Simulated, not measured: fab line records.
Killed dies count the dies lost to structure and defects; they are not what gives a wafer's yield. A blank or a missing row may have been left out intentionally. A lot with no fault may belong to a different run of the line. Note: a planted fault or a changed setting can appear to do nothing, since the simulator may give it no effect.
A single fault, viewed from 2 desks + flow gf180mcu + every desk sees just its own numbers, and what lay behind them comes last

## THE TOOL OWNER'S DESK: litho track-02
The tool's own readings at GF_VT_IMPLANT_COAT_02 (resist thk 1000 nm): means of the sampled wafers that have a number, for each lot that ran on this tool. Any lot whose mean is over 4 standard deviations away from the usual mean is out of limits and marked OUT; that distance is given in the brackets.
Columns: A = chill plate temp C at GF_VT_IMPLANT_COAT_02, usual 23.00 C; B = dispense pressure kPa at GF_VT_IMPLANT_COAT_02, usual 50.0 kPa
| lot  | first seen here | A     | B    |
|------|-----------------|-------|------|
| L226 | day 5 14:32     | 23.02 | 49.9 |
| L232 | day 7 01:47     | 23.06 | 49.9 |
| L246 | day 10 13:35    | 23.02 | 49.8 |
This desk found nothing out of limits on any of the 3 lots.

## METROLOGY DESK
Lot by lot, what the gauges showed, no matter which tool ran the lot: averages of those sampled wafers that carry a number. Any lot whose mean is over 4 standard deviations away from the usual mean is out of limits and marked OUT; that distance is given in the brackets.
Columns: A = VT_IMPLANT_OVL at GF_VT_IMPLANT_OVL_MEAS_07, usual 0.1 nm; B = VT_IMPLANT_2_TW at GF_VT_IMPLANT_TW_MEAS_21, usual 1207; C = VT_IMPLANT_3_TW at GF_VT_IMPLANT_TW_MEAS_32, usual 267.4; D = M1_OVL at GF_M1_OVL_MEAS_15, usual 0 nm; E = M2_ALCU_THK at GF_M2_THK_MEAS_06, usual 453 nm
| lot  | first seen here | A    | B    | C                       | D   | E   |
|------|-----------------|------|------|-------------------------|-----|-----|
| L226 | day 5 21:25     | -3.9 | 1196 | 269.2                   | -2  | 460 |
| L232 | day 7 09:26     | 1.1  | 1205 | 265.1                   | -2  | 445 |
| L233 | day 7 15:29     | 1.9  | 1209 | 265.5                   | 3   | 458 |
| L234 | day 7 20:39     | 0.5  | 1205 | 265.7                   | -1  | 455 |
| L239 | day 9 20:20     | -    | 1239 | 569.1 (+99 or more) OUT | -   | -   |
| L240 | day 10 04:03    | -    | 1251 | 580.5 (+99 or more) OUT | -   | -   |
| L241 | day 10 12:22    | -    | 1230 | 583.8 (+99 or more) OUT | -   | -   |
| L244 | day 10 13:59    | 0.4  | 1207 | 266.6                   | -4  | 454 |
| L245 | day 10 17:44    | 0.6  | 1221 | 264.9                   | -7  | 461 |
| L246 | day 10 23:06    | -2.6 | 1198 | 265.6                   | 4   | 460 |
| L247 | day 11 06:53    | -1.5 | 1201 | 266.0                   | -0  | 448 |
| L248 | day 11 14:20    | -1.5 | 1197 | 270.1                   | -10 | 454 |
This desk's finding: out of limits on L239, L240, L241; first on L239, day 10 14:27 (VT_IMPLANT_3_TW at GF_VT_IMPLANT_TW_MEAS_32). L226, L232, L233, L234, L244, L245, L246, L247, L248 stayed within limits.

## PUT TOGETHER
At day 10 14:27 the metrology desk could have sounded an alarm, on L239, L240, L241.
The desk of the tool owner found nothing out of limits.
The tool owner's desk has no number on record for L239, L240, L241.
All the named lots went through GF_VT_IMPLANT_COAT_02 on litho track-02.

## WHAT WAS PUT IN BY THE SIMULATOR
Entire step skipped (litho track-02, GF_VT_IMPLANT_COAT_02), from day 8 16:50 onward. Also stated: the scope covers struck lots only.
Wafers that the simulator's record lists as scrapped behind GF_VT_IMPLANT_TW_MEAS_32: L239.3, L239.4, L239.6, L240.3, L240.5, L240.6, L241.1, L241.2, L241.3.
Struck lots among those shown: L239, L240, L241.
Time in hours between the start of the fault and the first out-of-limits reading at each desk: metrology desk, 46.
